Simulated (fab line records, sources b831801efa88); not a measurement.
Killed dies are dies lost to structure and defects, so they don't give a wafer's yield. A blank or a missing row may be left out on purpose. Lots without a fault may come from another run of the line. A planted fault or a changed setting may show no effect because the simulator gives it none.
fab line records | flow gf180mcu
record lots=24 wafers=72 last_day=34
route steps=602 shown V1@357 M2@364 V3@454 M4@458 V4@497
lots that met no fault: from a run of the same line without faults
start_h: hours from the record's first day to the start of the lot's first wafer shown | wait_h: hours since the lot's step before | " the same as in the row above | L1.1+2: a row that stands for several wafers | - no value, or no start given | * or withheld: withheld | < > ~ a bound
route shown NAME@n: a module of which the file shows steps, and the number in the route of the first | usual: mean/standard deviation of fault-free wafers | same: alike in all rows | chamber/n: place in a boat | sites: the reading at each site | _std_site: their standard deviation | _edge_site: outer sites' mean less inner sites' | radius_mm: how far each site lies from the wafer's centre | mask NAME#n: copy n | behind: the tool/chamber that last shaped the wafer | hold: why the lot was held/for how many hours/how that ended | device: the transistor (n, p or np) that didn't switch | end of line: the same wafers' tests at the end of the route | a step without rows: its recipe alone | killed: dies lost to structure and defects at the first sort, not the wafer's yield | map: a wafer's dies, x killed, . not, _ none there
set.NAME: the setting as run; set.NAME@STEP: as run at that earlier step | model.NAME: the simulator's own value behind a step, which no gauge read
steps of the route over a sample of lots; a table a step, a row a wafer
services: from which hour (start_h, from the record's first day; less than 0 if before it) a tool's chamber was out of use, for how many hours, and why
## steps
# step GF_V1_SPUTTER_22
# recipe material=TiN target_thk_nm=10 chamber_pressure_pa=5 power_w=4000 time_s=40
# usual throttle_valve_pct=29.9/1.1
# columns lot.wafer tool chamber start_h wait_h throttle_valve_pct
L074.3 pvd_sputter-02 - 412.27 0.0 27.6
L074.4 " - " " 30.9
L074.6 " - " " 27.6
L075.1 pvd_sputter-03 - 419.10 0.0 30.8
L075.5 " - " " 30.7
L075.6 " - " " 30.8
L076.2 pvd_sputter-04 - 432.82 0.0 30.5
L076.3 " - " " 29.2
L076.6 " - " " 30.6
L077.2 pvd_sputter-03 - 441.77 0.0 30.6
L077.3 " - " " 29.6
L077.5 " - " " 30.3
L078.3 pvd_sputter-02 - 450.27 0.0 27.7
L078.5 " - " " 31.0
L078.6 " - " " 27.8
L079.2 pvd_sputter-04 - 462.63 0.0 30.8
L079.3 " - " " 30.9
L079.4 " - " " 29.1
L080.2 pvd_sputter-04 - 470.07 0.0 29.1
L080.4 " - " " 30.5
L080.5 " - " " 30.8
L081.2 pvd_sputter-02 - 487.83 0.0 28.0
L081.4 " - " " 27.8
L081.6 " - " " 27.7
L082.1 pvd_sputter-03 - 492.26 0.0 30.7
L082.5 " - " " 30.7
L082.6 " - " " 30.6
L083.1 pvd_sputter-04 - 498.86 0.0 30.5
L083.3 " - " " 28.9
L083.5 " - " " 30.8
L084.1 pvd_sputter-04 - 512.11 0.0 29.2
L084.3 " - " " 30.5
L084.6 " - " " 29.3
L085.1 pvd_sputter-03 - 518.50 0.0 30.5
L085.2 " - " " 30.4
L085.4 " - " " 29.6
L086.2 pvd_sputter-02 - 524.47 0.0 29.5
L086.3 " - " " 27.8
L086.5 " - " " 31.2
L087.3 pvd_sputter-02 - 530.97 0.0 27.7
L087.5 " - " " 27.7
L087.6 " - " " 29.8
L088.1 pvd_sputter-04 - 541.24 0.0 30.7
L088.2 " - " " 29.2
L088.6 " - " " 28.9
L089.3 pvd_sputter-02 - 544.75 0.0 31.0
L089.5 " - " " 27.9
L089.6 " - " " 31.0
L090.1 pvd_sputter-04 - 554.22 0.0 30.4
L090.3 " - " " 30.1
L090.5 " - " " 30.3
L091.2 pvd_sputter-02 - 563.67 0.0 28.0
L091.4 " - " " 31.0
L091.5 " - " " 29.5
L092.2 pvd_sputter-03 - 570.76 0.0 29.8
L092.3 " - " " 30.4
L092.5 " - " " 30.7
L093.3 pvd_sputter-03 - 575.00 0.0 30.5
L093.4 " - " " 29.2
L093.6 " - " " 30.5
L094.2 pvd_sputter-04 - 586.17 0.0 30.4
L094.3 " - " " 29.3
L094.4 " - " " 30.5
L095.2 pvd_sputter-03 - 592.39 0.0 31.0
L095.4 " - " " 30.4
L095.6 " - " " 30.9
L096.2 pvd_sputter-03 - 600.34 0.0 30.5
L096.3 " - " " 31.0
L096.5 " - " " 29.6
L097.1 pvd_sputter-03 - 605.62 0.0 30.8
L097.3 " - " " 30.7
L097.6 " - " " 30.4
# step GF_M2_SPUTTER_02
# recipe material=AlCu target_thk_nm=450 power_w=10600 time_s=23.9 chamber_pressure_pa=0.4
# usual throttle_valve_pct=30.3/0.78
# columns lot.wafer tool chamber start_h wait_h throttle_valve_pct
L074.3 pvd_sputter-03 - 413.03 0.0 30.5
L074.4 " - " " 30.8
L074.6 " - " " 29.7
L075.1 pvd_sputter-04 - 419.87 0.0 28.9
L075.5 " - " " 30.5
L075.6 " - " " 28.9
L076.2 pvd_sputter-04 - 433.58 0.0 30.6
L076.3 " - " " 30.9
L076.6 " - " " 28.9
L077.2 pvd_sputter-01 - 442.53 0.0 28.9
L077.3 " - " " 29.6
L077.5 " - " " 29.3
L078.3 pvd_sputter-03 - 451.03 0.0 29.5
L078.5 " - " " 30.7
L078.6 " - " " 30.6
L079.2 pvd_sputter-01 - 463.39 0.0 28.9
L079.3 " - " " 31.4
L079.4 " - " " 30.9
L080.2 pvd_sputter-01 - 470.94 0.0 30.9
L080.4 " - " " 29.2
L080.5 " - " " 30.9
L081.2 pvd_sputter-04 - 488.59 0.0 30.8
L081.4 " - " " 29.1
L081.6 " - " " 30.9
L082.1 pvd_sputter-04 - 493.02 0.0 30.5
L082.5 " - " " 30.5
L082.6 " - " " 30.6
L083.1 pvd_sputter-03 - 499.62 0.0 30.7
L083.3 " - " " 29.5
L083.5 " - " " 30.4
L084.1 pvd_sputter-03 - 512.87 0.0 30.6
L084.3 " - " " 30.5
L084.6 " - " " 30.5
L085.1 pvd_sputter-04 - 519.26 0.0 30.8
L085.2 " - " " 30.6
L085.4 " - " " 29.0
L086.2 pvd_sputter-03 - 525.23 0.0 29.3
L086.3 " - " " 30.7
L086.5 " - " " 30.5
L087.3 pvd_sputter-01 - 531.73 0.0 28.6
L087.5 " - " " 29.3
L087.6 " - " " 31.2
L088.1 pvd_sputter-01 - 542.07 0.0 29.1
L088.2 " - " " 29.1
L088.6 " - " " 31.3
L089.3 pvd_sputter-04 - 545.51 0.0 30.7
L089.5 " - " " 30.5
L089.6 " - " " 30.4
L090.1 pvd_sputter-01 - 554.98 0.0 28.7
L090.3 " - " " 30.8
L090.5 " - " " 31.1
L091.2 pvd_sputter-03 - 564.43 0.0 30.7
L091.4 " - " " 30.6
L091.5 " - " " 29.3
L092.2 pvd_sputter-04 - 571.52 0.0 30.9
L092.3 " - " " 29.2
L092.5 " - " " 30.9
L093.3 pvd_sputter-01 - 575.76 0.0 31.0
L093.4 " - " " 30.9
L093.6 " - " " 29.0
L094.2 pvd_sputter-03 - 587.04 0.0 31.0
L094.3 " - " " 30.8
L094.4 " - " " 29.5
L095.2 pvd_sputter-04 - 593.26 0.0 30.5
L095.4 " - " " 30.9
L095.6 " - " " 28.9
L096.2 pvd_sputter-04 - 601.10 0.0 28.8
L096.3 " - " " 30.8
L096.5 " - " " 30.5
L097.1 pvd_sputter-04 - 606.64 0.0 30.8
L097.3 " - " " 30.7
L097.6 " - " " 30.6
# step GF_M2_STRIP_17
# recipe chemistry=O2/N2 power_w=1400 pressure_mtorr=1500 platen_temp_c=250 o2_flow_sccm=3000 n2_flow_sccm=300 overash_fraction=0.5
# usual drypump_motor_current_A=5.61/0.27 heater_power_w=332/22 oes_product_au=0.538/0.0047 strip_time_to_endpoint_s=7.41/0.039
# columns lot.wafer tool chamber start_h wait_h drypump_motor_current_A heater_power_w oes_product_au rf_hours_counter_h strip_time_to_endpoint_s
L074.3 plasma_asher-03 0 437.03 0.1 5.76 329 0.536 - 7.42
L074.4 " 1 " " 5.34 324 0.540 - 7.39
L074.6 " 1 " " 5.33 319 0.541 - 7.44
L075.1 plasma_asher-04 1 444.47 0.1 5.30 374 0.543 64 7.44
L075.5 " 0 " " 5.55 307 0.549 - 7.42
L075.6 " 1 " " 5.29 369 0.532 - 7.38
L076.2 plasma_asher-04 1 458.23 0.1 5.29 369 0.540 65 7.41
L076.3 " 1 " " 5.27 378 0.534 - 7.40
L076.6 " 1 " " 5.27 365 0.546 - 7.44
L077.2 plasma_asher-02 1 467.33 0.1 6.02 317 0.538 4 7.37
L077.3 " 0 " " 5.57 330 0.526 - 7.37
L077.5 " 0 " " 5.59 331 0.535 - 7.35
L078.3 plasma_asher-02 0 475.90 0.1 5.62 343 0.531 - 7.41
L078.5 " 0 " " 5.60 334 0.543 - 7.40
L078.6 " 1 " " 6.08 318 0.536 - 7.41
L079.2 plasma_asher-04 1 487.58 0.1 5.29 377 0.533 68 7.39
L079.3 " 0 " " 5.56 313 0.540 - 7.40
L079.4 " 1 " " 5.28 365 0.538 - 7.41
L080.2 plasma_asher-04 1 495.07 0.1 5.26 380 0.534 69 7.32
L080.4 " 0 " " 5.55 311 0.529 - 7.35
L080.5 " 0 " " 5.57 304 0.534 - 7.37
L081.2 plasma_asher-03 0 512.34 0.1 5.77 329 0.538 84 7.41
L081.4 " 0 " " 5.79 326 0.544 - 7.41
L081.6 " 1 " " 5.31 315 0.544 - 7.42
L082.1 plasma_asher-02 1 517.57 0.1 6.07 325 0.540 9 7.43
L082.5 " 1 " " 6.05 322 0.533 - 7.48
L082.6 " 0 " " 5.64 328 0.544 - 7.43
L083.1 plasma_asher-04 0 523.62 0.1 5.58 310 0.530 72 7.37
L083.3 " 0 " " 5.57 310 0.526 - 7.36
L083.5 " 0 " " 5.59 311 0.535 - 7.33
L084.1 plasma_asher-02 0 536.58 0.1 5.61 326 0.531 11 7.44
L084.3 " 1 " " 6.02 324 0.537 - 7.42
L084.6 " 0 " " 5.59 330 0.534 - 7.39
L085.1 plasma_asher-04 1 542.81 0.2 5.31 372 0.541 74 7.41
L085.2 " 0 " " 5.57 305 0.541 74 7.47
L085.4 " 1 " " 5.28 373 0.531 - 7.43
L086.2 plasma_asher-02 1 548.42 0.1 6.08 325 0.541 13 7.48
L086.3 " 1 " " 6.17 325 0.540 - 7.36
L086.5 " 1 " " 6.08 323 0.535 - 7.41
L087.3 plasma_asher-04 0 554.80 0.1 5.55 293 0.542 - 7.45
L087.5 " 0 " " 5.55 321 0.539 - 7.43
L087.6 " 1 " " 5.25 372 0.534 - 7.40
L088.1 plasma_asher-02 1 564.48 0.1 6.10 326 0.535 14 7.34
L088.2 " 0 " " 5.57 320 0.539 14 7.41
L088.6 " 1 " " 6.11 321 0.536 - 7.40
L089.3 plasma_asher-03 1 568.27 0.1 5.31 313 0.544 - 7.43
L089.5 " 1 " " 5.33 317 0.538 - 7.36
L089.6 " 0 " " 5.75 332 0.542 - 7.47
L090.1 plasma_asher-03 0 577.33 0.1 5.81 332 0.541 90 7.38
L090.3 " 1 " " 5.34 313 0.533 - 7.41
L090.5 " 0 " " 5.79 323 0.534 - 7.38
L091.2 plasma_asher-02 0 586.88 0.1 5.61 341 0.535 17 7.43
L091.4 " 1 " " 6.11 325 0.535 - 7.41
L091.5 " 1 " " 6.04 329 0.542 - 7.48
L092.2 plasma_asher-02 1 593.28 0.1 6.04 329 0.536 18 7.36
L092.3 " 1 " " 6.10 327 0.530 - 7.39
L092.5 " 0 " " 5.63 327 0.530 - 7.32
L093.3 plasma_asher-04 1 597.22 0.1 5.28 371 0.543 - 7.41
L093.4 " 0 " " 5.55 315 0.547 - 7.46
L093.6 " 0 " " 5.54 315 0.532 - 7.42
L094.2 plasma_asher-04 1 608.98 0.1 5.27 372 0.536 80 7.47
L094.3 " 0 " " 5.55 307 0.536 - 7.41
L094.4 " 1 " " 5.25 369 0.543 - 7.43
L095.2 plasma_asher-04 1 615.13 0.1 5.28 366 0.539 81 7.42
L095.4 " 0 " " 5.57 304 0.540 - 7.39
L095.6 " 1 " " 5.27 377 0.535 - 7.43
L096.2 plasma_asher-02 1 621.86 0.2 6.08 334 0.534 21 7.35
L096.3 " 0 " " 5.61 330 0.534 - 7.39
L096.5 " 1 " " 6.06 317 0.527 - 7.38
L097.1 plasma_asher-03 1 626.82 0.1 5.33 327 0.540 96 7.47
L097.3 " 1 " " 5.35 319 0.544 - 7.40
L097.6 " 1 " " 5.34 313 0.535 - 7.43
# step GF_V3_THK_MEAS_25
# recipe thk_meas_gauge=xrf reads=W_of_V3_CVD_23
# usual V3_W_THK=342/5.7
# columns lot.wafer tool chamber start_h wait_h V3_W_THK[nm]
L074.3 film_metro-02 - 514.41 0.1 340
L074.4 " - " " 342
L074.6 " - " " 340
L075.1 film_metro-04 - 522.67 0.1 342
L075.5 " - " " 341
L075.6 " - " " 345
L076.2 film_metro-02 - 534.25 0.1 334
L076.3 " - " " 335
L076.6 " - " " 336
L077.2 film_metro-04 - 544.05 0.1 334
L077.3 " - " " 334
L077.5 " - " " 343
L078.3 film_metro-02 - 552.36 0.1 343
L078.5 " - " " 337
L078.6 " - " " 344
L079.2 film_metro-03 - 562.86 0.1 337
L079.3 " - " " 336
L079.4 " - " " 342
L080.2 film_metro-04 - 569.69 0.1 348
L080.4 " - " " 338
L080.5 " - " " 338
L081.2 film_metro-03 - 586.10 0.1 344
L081.4 " - " " 344
L081.6 " - " " 347
L082.1 film_metro-02 - 589.96 0.1 338
L082.5 " - " " 340
L082.6 " - " " 346
L083.1 film_metro-03 - 595.33 0.1 346
L083.3 " - " " 345
L083.5 " - " " 345
L084.1 film_metro-03 - 606.96 0.1 350
L084.3 " - " " 349
L084.6 " - " " 348
L085.1 film_metro-04 - 613.30 0.1 336
L085.2 " - " " 338
L085.4 " - " " 335
L086.2 film_metro-03 - 619.08 0.1 347
L086.3 " - " " 348
L086.5 " - " " 353
L087.3 film_metro-03 - 623.72 0.1 347
L087.5 " - " " 345
L087.6 " - " " 352
L088.1 film_metro-04 - 633.66 0.1 339
L088.2 " - " " 336
L088.6 " - " " 341
L089.3 film_metro-04 - 636.98 0.1 344
L089.5 " - " " 344
L089.6 " - " " 335
L090.1 film_metro-03 - 644.39 0.1 341
L090.3 " - " " 350
L090.5 " - " " 345
L091.2 film_metro-02 - 653.89 0.1 332
L091.4 " - " " 333
L091.5 " - " " 333
L092.2 film_metro-02 - 660.65 0.1 336
L092.3 " - " " 337
L092.5 " - " " 340
L093.3 film_metro-02 - 663.36 0.1 337
L093.4 " - " " 343
L093.6 " - " " 343
L094.2 film_metro-04 - 674.79 0.1 342
L094.3 " - " " 340
L094.4 " - " " 339
L095.2 film_metro-03 - 679.52 0.1 347
L095.4 " - " " 348
L095.6 " - " " 345
L096.2 film_metro-03 - 685.73 0.1 350
L096.3 " - " " 355
L096.5 " - " " 353
L097.1 film_metro-02 - 691.37 0.1 332
L097.3 " - " " 335
L097.6 " - " " 334
# step GF_M4_SPUTTER_02
# recipe material=AlCu target_thk_nm=450 power_w=10600 time_s=23.9 chamber_pressure_pa=0.4
# usual throttle_valve_pct=30.2/0.78
# columns lot.wafer tool chamber start_h wait_h throttle_valve_pct
L074.3 pvd_sputter-01 - 514.88 0.0 30.5
L074.4 " - " " 29.4
L074.6 " - " " 29.1
L075.1 pvd_sputter-01 - 523.16 0.0 28.8
L075.5 " - " " 31.4
L075.6 " - " " 29.3
L076.2 pvd_sputter-03 - 534.73 0.0 30.6
L076.3 " - " " 29.6
L076.6 " - " " 30.5
L077.2 pvd_sputter-04 - 544.53 0.0 30.5
L077.3 " - " " 30.8
L077.5 " - " " 30.7
L078.3 pvd_sputter-04 - 552.83 0.0 29.0
L078.5 " - " " 30.4
L078.6 " - " " 30.6
L079.2 pvd_sputter-04 - 563.34 0.0 30.5
L079.3 " - " " 30.6
L079.4 " - " " 28.9
L080.2 pvd_sputter-04 - 570.17 0.0 30.8
L080.4 " - " " 28.8
L080.5 " - " " 30.4
L081.2 pvd_sputter-01 - 586.58 0.0 30.7
L081.4 " - " " 29.5
L081.6 " - " " 29.3
L082.1 pvd_sputter-04 - 590.45 0.0 30.8
L082.5 " - " " 30.9
L082.6 " - " " 30.7
L083.1 pvd_sputter-01 - 595.92 0.0 31.3
L083.3 " - " " 30.8
L083.5 " - " " 29.0
L084.1 pvd_sputter-01 - 607.45 0.0 28.9
L084.3 " - " " 31.2
L084.6 " - " " 29.5
L085.1 pvd_sputter-04 - 613.79 0.0 30.5
L085.2 " - " " 30.5
L085.4 " - " " 30.4
L086.2 pvd_sputter-01 - 619.56 0.0 31.4
L086.3 " - " " 28.8
L086.5 " - " " 29.4
L087.3 pvd_sputter-03 - 624.19 0.0 30.9
L087.5 " - " " 30.5
L087.6 " - " " 29.3
L088.1 pvd_sputter-04 - 634.15 0.0 29.1
L088.2 " - " " 31.0
L088.6 " - " " 29.2
L089.3 pvd_sputter-04 - 637.45 0.0 30.4
L089.5 " - " " 30.7
L089.6 " - " " 29.1
L090.1 pvd_sputter-03 - 644.88 0.0 30.5
L090.3 " - " " 30.4
L090.5 " - " " 30.4
L091.2 pvd_sputter-03 - 654.37 0.0 30.6
L091.4 " - " " 30.6
L091.5 " - " " 29.5
L092.2 pvd_sputter-01 - 661.13 0.0 29.3
L092.3 " - " " 30.7
L092.5 " - " " 30.9
L093.3 pvd_sputter-01 - 663.83 0.0 30.9
L093.4 " - " " 29.2
L093.6 " - " " 30.7
L094.2 pvd_sputter-03 - 675.27 0.0 29.6
L094.3 " - " " 30.9
L094.4 " - " " 30.9
L095.2 pvd_sputter-03 - 680.00 0.0 30.7
L095.4 " - " " 30.9
L095.6 " - " " 30.7
L096.2 pvd_sputter-01 - 686.21 0.0 31.3
L096.3 " - " " 29.2
L096.5 " - " " 30.9
L097.1 pvd_sputter-04 - 691.86 0.0 30.9
L097.3 " - " " 29.5
L097.6 " - " " 28.9
# step GF_V4_SPUTTER_21
# recipe material=Ti target_thk_nm=15 chamber_pressure_pa=5 power_w=2500 substrate_temp_c=200 time_s=80.02
# usual throttle_valve_pct=29.6/1.3
# columns lot.wafer tool chamber start_h wait_h throttle_valve_pct
L074.3 pvd_sputter-01 - 562.98 0.0 28.8
L074.4 " - " " 31.3
L074.6 " - " " 31.3
L075.1 pvd_sputter-02 - 571.62 0.0 27.8
L075.5 " - " " 31.3
L075.6 " - " " 28.1
L076.2 pvd_sputter-03 - 581.34 0.0 30.9
L076.3 " - " " 30.8
L076.6 " - " " 29.6
L077.2 pvd_sputter-02 - 590.21 0.0 31.3
L077.3 " - " " 27.8
L077.5 " - " " 27.8
L078.3 pvd_sputter-03 - 598.06 0.0 29.3
L078.5 " - " " 30.3
L078.6 " - " " 29.5
L079.2 pvd_sputter-02 - 608.42 0.0 30.8
L079.3 " - " " 27.8
L079.4 " - " " 29.7
L080.2 pvd_sputter-03 - 615.93 0.0 30.5
L080.4 " - " " 29.6
L080.5 " - " " 30.8
L081.2 pvd_sputter-03 - 630.57 0.0 30.5
L081.4 " - " " 30.9
L081.6 " - " " 30.7
L082.1 pvd_sputter-01 - 633.59 0.0 29.5
L082.5 " - " " 31.2
L082.6 " - " " 28.8
L083.1 pvd_sputter-01 - 639.44 0.0 29.1
L083.3 " - " " 31.4
L083.5 " - " " 29.1
L084.1 pvd_sputter-01 - 650.34 0.0 31.0
L084.3 " - " " 29.2
L084.6 " - " " 30.9
L085.1 pvd_sputter-02 - 656.82 0.0 27.7
L085.2 " - " " 29.6
L085.4 " - " " 27.6
L086.2 pvd_sputter-02 - 662.03 0.0 27.6
L086.3 " - " " 31.3
L086.5 " - " " 27.7
L087.3 pvd_sputter-02 - 665.56 0.0 30.8
L087.5 " - " " 27.8
L087.6 " - " " 30.9
L088.1 pvd_sputter-02 - 675.76 0.0 27.8
L088.2 " - " " 31.1
L088.6 " - " " 27.6
L089.3 pvd_sputter-03 - 678.86 0.0 30.5
L089.5 " - " " 29.4
L089.6 " - " " 30.5
L090.1 pvd_sputter-02 - 685.77 0.0 27.8
L090.3 " - " " 29.5
L090.5 " - " " 27.9
L091.2 pvd_sputter-02 - 694.56 0.0 31.1
L091.4 " - " " 27.7
L091.5 " - " " 27.6
L092.2 pvd_sputter-02 - 702.38 0.0 27.8
L092.3 " - " " 27.8
L092.5 " - " " 29.5
L093.3 pvd_sputter-03 - 704.61 0.0 30.6
L093.4 " - " " 31.0
L093.6 " - " " 29.5
L094.2 pvd_sputter-02 - 714.70 0.0 27.9
L094.3 " - " " 27.8
L094.4 " - " " 29.6
L095.2 pvd_sputter-02 - 719.73 0.0 29.7
L095.4 " - " " 27.9
L095.6 " - " " 27.9
L096.2 pvd_sputter-01 - 725.56 0.0 29.4
L096.3 " - " " 30.8
L096.5 " - " " 31.2
L097.1 pvd_sputter-02 - 730.54 0.0 29.9
L097.3 " - " " 27.8
L097.6 " - " " 27.5
## services
# columns tool chamber start_h hours kind
pvd_sputter-04 3 388.74 - consumable_replace:kit
pvd_sputter-04 3 388.74 18.0 scheduled_down
pvd_sputter-04 3 388.74 18.0 vent_cycle
pvd_sputter-03 - 401.01 2.1 repair
plasma_asher-02 - 421.25 9.0 pm
plasma_asher-02 - 469.48 1.8 repair
pvd_sputter-03 - 484.16 2.4 repair
pvd_sputter-03 2 499.71 - consumable_replace:kit
pvd_sputter-03 2 499.71 18.0 scheduled_down
pvd_sputter-03 2 499.71 18.0 vent_cycle
pvd_sputter-02 - 553.64 2.9 repair
pvd_sputter-04 - 560.63 0.9 repair
pvd_sputter-03 - 577.02 4.0 repair
pvd_sputter-04 2 580.09 - consumable_replace:kit
plasma_asher-04 - 580.98 2.8 pm
pvd_sputter-01 - 590.01 0.7 repair
plasma_asher-03 - 629.93 2.8 pm
pvd_sputter-01 - 643.36 3.2 repair
plasma_asher-02 - 676.77 2.8 pm
pvd_sputter-01 - 689.39 16.9 repair
pvd_sputter-04 - 693.75 5.1 repair
pvd_sputter-03 1 717.40 - consumable_replace:kit
pvd_sputter-03 1 717.40 18.0 scheduled_down
pvd_sputter-03 1 717.40 18.0 vent_cycle
## key
fault none
